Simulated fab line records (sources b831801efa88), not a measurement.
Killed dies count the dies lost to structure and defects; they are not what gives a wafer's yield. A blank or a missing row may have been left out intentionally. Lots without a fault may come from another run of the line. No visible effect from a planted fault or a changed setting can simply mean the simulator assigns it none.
Comparing a struck lot with a sound one || flow gf180mcu || 16 out of 602 route steps
Sound: these wafers, L785.1, L785.2, L785.3. Wafers struck: L777.3, L777.4, L777.5. The cause is named last.
For every step that has rows: the tool of each side, followed by ch and its chambers, followed by its first start. Under that, the readings that differ: sound wafers || struck wafers || difference of the means || sigmas: that difference in standard deviations of wafers without a fault.
alike: words and numbers the same on both sides, and readings whose means are apart by under 2 such deviations; not compared: readings that were withheld, readings missing a value for some wafer, numbers with overlapping values and no deviation given by the record, and bounds like >300 which may hide the same value.
A row with sigmas, a row that says differs or no value, or rows on one side alone: a step with any of these is where the two part. Numbers that don't overlap but have no deviation are shown without sigmas and don't part them. A reading missing from all wafers of one side parts the sides only when that side holds two or more wafers.

first, 1 step without rows for these wafers: GF_NSD_IMPLANT_10.
GF_NSD_STRIP_11: strips in O2/N2.
  sound on plasma-asher-03 ch 0,1, day 20 21:04; struck on plasma-asher-02 ch 0,1, day 18 02:37
  alike: drypump-motor-current-A, heater-power-w, oes-product-au, strip-time-to-endpoint-s
  not compared: rf-hours-counter-h
GF_NSD_TW_MEAS_12:
  sound: film-metro-04 at day 20 21:10; struck: film-metro-03 at day 18 02:43
  alike: NSD_TW
then, 7 steps without rows for these wafers: GF_PSD_DEHYDRATE_00 (time 60 s); GF_PSD_HMDS_01 (prime time 60 s); GF_PSD_COAT_02 (resist thk 1000 nm); GF_PSD_SOFTBAKE_03 (time 60 s); GF_PSD_EXPOSE_04 (exposes mask Pplus, target cd 400 nm); GF_PSD_PEB_05; GF_PSD_DEVELOP_06 (develop time 60 s).
GF_PSD_CD_MEAS_07: the cd target is 400 nm.
  sound: cd-sem-01 at day 21 20:53; struck: cd-sem-02 at day 19 03:08
  alike: cd-nm
GF_PSD_OVL_MEAS_08:
  sound: overlay-01 at day 21 21:00; struck: overlay-02 at day 19 03:13
  alike: PSD_OVL
GF_PSD_IMPLANT_09:
  sound on implanter-02 ch 0, day 21 21:02; struck on implanter-01 ch 0, day 19 03:18
{"reading": "dose-ions-cm2", "sound": "1.5022e+15 1.5022e+15 1.4995e+15", "struck": "3.117e+14 3.087e+14 3.088e+14", "difference": -1.192e+15, "sigmas": "-99 or more"}
{"reading": "end-station-pressure-torr (Torr)", "sound": "1.2e-05 1.06e-05 1.22e-05", "struck": "6.4e-06 6.8e-06 6.4e-06", "difference": -5.1e-06, "sigmas": -9}
{"reading": "faraday-current-uA", "sound": "8346 8061 8013", "struck": "1755 1690 1741", "difference": -6411, "sigmas": -43}
  alike: beam-on-s
GF_PSD_STRIP_10: strips in O2/N2.
  sound on plasma-asher-04 ch 0,1, day 21 21:11; struck on plasma-asher-01 ch 0,1, day 19 03:26
{"reading": "oes-product-au (a.u.)", "sound": "0.581 0.593 0.585", "struck": "0.700 0.703 0.708", "difference": "+0.117", "sigmas": "+27"}
{"reading": "strip-time-to-endpoint-s (s)", "sound": "16.48 16.52 16.50", "struck": "12.68 12.61 12.66", "difference": -3.85, "sigmas": "-99 or more"}
  alike: drypump-motor-current-A, heater-power-w
  not compared: rf-hours-counter-h
GF_PSD_TW_MEAS_11:
  sound: film-metro-01 at day 21 21:17; struck: film-metro-04 at day 19 03:44
{"reading": "PSD_TW", "sound": "3175 3195 3158", "struck": "2115 2113 2119", "difference": -1060, "sigmas": -46}
  not compared: hold
GF_PASSIVATION_PROBE_99:
  the record has rows for the sound wafers here (prober-01, day 34 18:58) and none for the struck ones

== WHERE THEY PART ==
At GF_PSD_IMPLANT_09 first; at GF_PASSIVATION_PROBE_99 last (within this record only).

WHY: whatever the simulator had introduced
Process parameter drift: implanter-01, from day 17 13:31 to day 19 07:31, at GF_PSD_IMPLANT_09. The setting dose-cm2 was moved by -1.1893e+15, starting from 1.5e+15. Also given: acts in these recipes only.
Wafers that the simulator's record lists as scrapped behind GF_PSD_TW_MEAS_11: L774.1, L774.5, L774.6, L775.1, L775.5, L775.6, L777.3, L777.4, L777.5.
